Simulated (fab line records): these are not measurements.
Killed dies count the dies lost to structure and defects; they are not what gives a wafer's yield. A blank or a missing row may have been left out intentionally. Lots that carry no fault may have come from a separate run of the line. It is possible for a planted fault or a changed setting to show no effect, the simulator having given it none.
Chamber matching | flow sky130 | SKY_CONTACT_ETCH_17 on rie diel-04: 4 sister chambers
The step etches SiO2 in C4F8/O2/Ar, stops on Si3N4, target depth 340 nm. 8 wafers are shown with their chamber, then 10 later ones without.

## WAFERS, EACH WITH ITS CHAMBER
wafer  | chamber | oes product au (a.u.)
L083.2 | 1       | 0.890
L083.3 | 2       | 0.888
L083.5 | 0       | 0.890
L085.1 | 0       | 0.886
L085.2 | 2       | 0.898
L085.3 | 1       | 0.892
L085.4 | 3       | 0.890
L085.5 | 3       | 0.890

## WAFERS WITH NO CHAMBER GIVEN
wafer  | oes product au (a.u.)
L085.6 | 0.886
L087.2 | 0.894
L087.3 | 0.895
L087.4 | 0.896
L089.3 | 0.894
L089.4 | 0.895
L089.5 | 0.896
L092.3 | 0.888
L092.4 | 0.890
L092.5 | 0.890

## THE CHAMBER EACH PASSED THROUGH
wafer  | from the rows above               | in truth
L085.6 | can't be placed: 0 or 3 or 1 or 2 | 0
L087.2 | can't be placed: 2 or 1 or 3 or 0 | 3
L087.3 | can't be placed: 2 or 1 or 3 or 0 | 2
L087.4 | can't be placed: 2 or 1 or 3 or 0 | 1
L089.3 | can't be placed: 2 or 1 or 3 or 0 | 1
L089.4 | can't be placed: 2 or 1 or 3 or 0 | 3
L089.5 | can't be placed: 2 or 1 or 3 or 0 | 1
L092.3 | can't be placed: 0 or 3 or 1 or 2 | 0
L092.4 | can't be placed: 3 or 1 or 0 or 2 | 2
L092.5 | can't be placed: 3 or 1 or 0 or 2 | 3
Placed correctly: 0 of 10. Can't be placed from these rows: 10 (the true chamber is among the candidates in 10). Wrongly placed: 0.
How it was worked out, from the rows above alone: a wafer's distance from a chamber is the root of the sum, over the readings, of the square of ((its reading less the chamber's mean) divided by the reading's scatter). If the next closest chamber is less than 2 further off than the closest, the wafer can't be placed; otherwise it belongs to the closest. The mean given for a chamber averages the wafers shown for that chamber. How the scatter is found: for the shown wafers, subtract from each reading the mean of its chamber, square and add these, divide the total by (wafers less chambers), then take the root.
